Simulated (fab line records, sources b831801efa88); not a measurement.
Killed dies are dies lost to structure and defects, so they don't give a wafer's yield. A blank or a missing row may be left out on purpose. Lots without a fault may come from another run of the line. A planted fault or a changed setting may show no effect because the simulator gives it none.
Which tool did it? | flow gf180mcu | 12 lots, 36 wafers sampled, at 5 steps of a route of 602

WHAT THE GAUGES READ, wafer by wafer
GF_LVPWELL_TW_MEAS_11. Usual: LVPWELL_TW 559, standard deviation 5.1.
lot  | measured    | on            | LVPWELL_TW  | flag
L683 | day 4 02:53 | film_metro-01 | 566 566 565 |
L684 | day 4 13:30 | film_metro-01 | 563 565 565 |
L685 | day 4 14:08 | film_metro-01 | 568 567 567 |
L687 | day 5 00:52 | film_metro-04 | 547 552 549 |
L688 | day 5 06:24 | film_metro-01 | 563 562 563 |
L690 | day 5 19:59 | film_metro-01 | 568 564 564 |
L692 | day 6 05:45 | film_metro-01 | 567 563 565 |
L693 | day 6 12:32 | film_metro-02 | 555 555 556 |
L694 | day 6 17:41 | film_metro-02 | 555 552 552 |
L700 | day 8 01:46 | film_metro-01 | 560 556 563 |
L701 | day 8 07:50 | film_metro-01 | 564 564 564 |
L702 | day 8 12:39 | film_metro-02 | 559 560 559 |

GF_POLY_GATE_THK_MEAS_01. Usual: POLY_GATE_CVD_00_THK 199.9 nm, standard deviation 1.5.
lot  | measured     | on            | POLY_GATE_CVD_00_THK (nm) | flag
L683 | day 8 20:01  | film_metro-03 | 198.4 198.9 199.9         |
L684 | day 9 05:01  | film_metro-01 | 199.7 200.9 199.8         |
L685 | day 9 07:19  | film_metro-03 | 202.1 202.9 200.8         |
L687 | day 9 22:58  | film_metro-03 | 202.1 201.8 201.8         |
L688 | day 10 06:25 | film_metro-01 | 200.8 199.0 200.3         |
L690 | day 10 21:28 | film_metro-03 | 202.3 200.4 199.8         |
L692 | day 11 09:51 | film_metro-01 | 198.1 199.4 199.2         |
L693 | day 11 20:54 | film_metro-03 | 200.4 199.6 202.4         |
L694 | day 12 00:24 | film_metro-03 | 199.7 200.3 197.8         |
L700 | day 13 14:53 | film_metro-03 | 186.7 186.2 185.6         | OFF
L701 | day 13 22:33 | film_metro-03 | 185.0 185.3 184.8         | OFF
L702 | day 14 03:42 | film_metro-03 | 199.5 199.6 198.5         |

GF_POLY_GATE_CD_MEAS_18. Usual: cd_nm 280.0 nm, standard deviation 2.1.
lot  | measured     | on        | cd_nm (nm)        | flag
L683 | day 9 15:26  | cd_sem-02 | 277.4 278.2 277.2 |
L684 | day 10 00:56 | cd_sem-02 | 280.5 281.9 281.2 |
L685 | day 10 03:35 | cd_sem-02 | 285.5 281.8 281.7 |
L687 | day 10 18:07 | cd_sem-02 | 279.1 278.9 278.6 |
L688 | day 11 02:51 | cd_sem-01 | 282.2 282.1 279.0 |
L690 | day 11 18:16 | cd_sem-02 | 279.7 277.0 280.4 |
L692 | day 12 06:01 | cd_sem-01 | 279.0 285.0 283.9 |
L693 | day 12 19:37 | cd_sem-01 | 277.4 282.6 279.6 |
L694 | day 12 22:20 | cd_sem-01 | 277.8 278.4 280.3 |
L700 | day 14 14:05 | cd_sem-01 | 279.6 282.5 279.7 |
L701 | day 14 22:05 | cd_sem-02 | 276.8 280.3 280.3 |
L702 | day 15 02:24 | cd_sem-02 | 280.5 275.7 282.4 |

WHICH TOOL RAN EACH LOT (tool, then ch and the chambers of the sampled wafers, then the start)
lot  | GF_POLY_GATE_CVD_00         | GF_POLY_GATE_ETCH_13
L683 | lpcvd-01 ch 1, day 8 18:40  | rie_si-01 ch 0,2, day 9 12:55
L684 | lpcvd-01 ch 1, day 9 03:41  | rie_si-02 ch 0,1,3, day 9 22:04
L685 | lpcvd-02 ch 0, day 9 05:59  | rie_si-02 ch 0,1,3, day 10 00:58
L687 | lpcvd-02 ch 1, day 9 21:37  | rie_si-01 ch 0,3, day 10 16:25
L688 | lpcvd-01 ch 0, day 10 05:05 | rie_si-01 ch 0,1,3, day 11 00:19
L690 | lpcvd-02 ch 0, day 10 19:28 | rie_si-02 ch 2,3, day 11 16:07
L692 | lpcvd-01 ch 1, day 11 08:31 | rie_si-02 ch 1,2,3, day 12 04:28
L693 | lpcvd-01 ch 1, day 11 19:34 | rie_si-02 ch 0,2, day 12 17:04
L694 | lpcvd-01 ch 0, day 11 23:04 | rie_si-02 ch 0,1,3, day 12 19:43
L700 | lpcvd-01 ch 0, day 13 13:32 | rie_si-01 ch 2,3, day 14 10:58
L701 | lpcvd-01 ch 0, day 13 21:13 | rie_si-02 ch 0,1,2, day 14 19:28
L702 | lpcvd-02 ch 0, day 14 02:21 | rie_si-02 ch 0,2,3, day 15 00:52
- GF_POLY_GATE_CVD_00: deposits poly-Si, target thk 200 nm, time 1200 s.
- GF_POLY_GATE_ETCH_13: etches poly-Si in HBr/Cl2, stops on SiO2, target depth 198.5 nm, time 69.6 s.

WHAT THE TOOLS THEMSELVES READ (means of the sampled wafers that have a number; where no wafer has one, the mark that the record gives instead)
GF_POLY_GATE_CVD_00. Usual: spike_tc_bottom_C 645.0 C, standard deviation 2.8; zone_power_bottom_pct 13.0 %, standard deviation 0.69; zone_power_upper_pct 9.7 %, standard deviation 0.82.
lot  | tool     | spike_tc_bottom_C (C) | zone_power_bottom_pct (%) | zone_power_upper_pct (%) | flag
L683 | lpcvd-01 | 645.7                 | 13.2                      | 10.6                     |
L684 | lpcvd-01 | 645.8                 | 13.3                      | 10.6                     |
L685 | lpcvd-02 | 646.4                 | 12.1                      | 9.8                      |
L687 | lpcvd-02 | 641.9                 | 14.4                      | 8.9                      |
L688 | lpcvd-01 | 641.8                 | 13.4                      | 8.6                      |
L690 | lpcvd-02 | 647.9                 | 12.2                      | 9.7                      |
L692 | lpcvd-01 | 644.7                 | 13.4                      | 10.7                     |
L693 | lpcvd-01 | 644.2                 | 13.3                      | 10.7                     |
L694 | lpcvd-01 | 641.9                 | 13.4                      | 8.6                      |
L700 | lpcvd-01 | 641.9                 | 13.6                      | 8.6                      |
L701 | lpcvd-01 | 642.5                 | 13.5                      | 8.6                      |
L702 | lpcvd-02 | 648.7                 | 12.1                      | 9.7                      |

GF_POLY_GATE_ETCH_13. Usual: drypump_motor_current_A 5.5 A, standard deviation 0.66; oes_product_au 0.991 a.u., standard deviation 0.0068; throttle_valve_pct 33.684 %, standard deviation 0.0084.
lot  | tool      | drypump_motor_current_A (A) | oes_product_au (a.u.) | throttle_valve_pct (%) | flag
L683 | rie_si-01 | 5.6                         | 0.989                 | 33.685                 |
L684 | rie_si-02 | 5.2                         | 0.986                 | 33.676                 |
L685 | rie_si-02 | 5.2                         | 0.994                 | 33.682                 |
L687 | rie_si-01 | 5.6                         | 0.996                 | 33.677                 |
L688 | rie_si-01 | 5.3                         | 0.997                 | 33.677                 |
L690 | rie_si-02 | 5.9                         | 0.995                 | 33.679                 |
L692 | rie_si-02 | 5.8                         | 0.993                 | 33.685                 |
L693 | rie_si-02 | 5.8                         | 0.994                 | 33.677                 |
L694 | rie_si-02 | 5.2                         | 0.988                 | 33.681                 |
L700 | rie_si-01 | 5.6                         | 0.950                 | 33.682                 | OFF
L701 | rie_si-02 | 5.7                         | 0.945                 | 33.685                 | OFF
L702 | rie_si-02 | 5.3                         | 0.988                 | 33.685                 |

THE ANSWER, worked out from the rows above alone
Rule: a lot is off if the mean of its wafers that have a number lies more than 3 standard deviations from the usual mean. A lot without any number at a reading at which 4 lots or more have one is off too. The other lots that the step has rows for count as sound. The gauges are gone through in route order, then the tools' own readings, and for those a lot's mean is taken as printed above. The first step at which some lot is off is used, and at that step the reading that is off furthest; a lot without a number counts as furthest.
Off: L700, L701, at GF_POLY_GATE_THK_MEAS_01 (POLY_GATE_CVD_00_THK).
A tool fits if, at a process step before that reading, it ran every lot that is off, and no sound lot after the first of them. The gauges at GF_POLY_GATE_THK_MEAS_01 aren't tried: what is off there is off at GF_POLY_GATE_ETCH_13 too, on other tools, and a gauge's error can't cause that. One fits: lpcvd-01 at GF_POLY_GATE_CVD_00. Its last sound lot is L694 (day 11 23:04), its first lot that is off L700 (day 13 13:32): a fault that began between those two fits.

WHAT THE SIMULATOR HAD PUT IN
Process parameter drift: lpcvd-01, from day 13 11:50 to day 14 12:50, at GF_POLY_GATE_CVD_00. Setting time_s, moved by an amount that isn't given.
Lots struck among those shown: L700, L701. The rule above found the same.
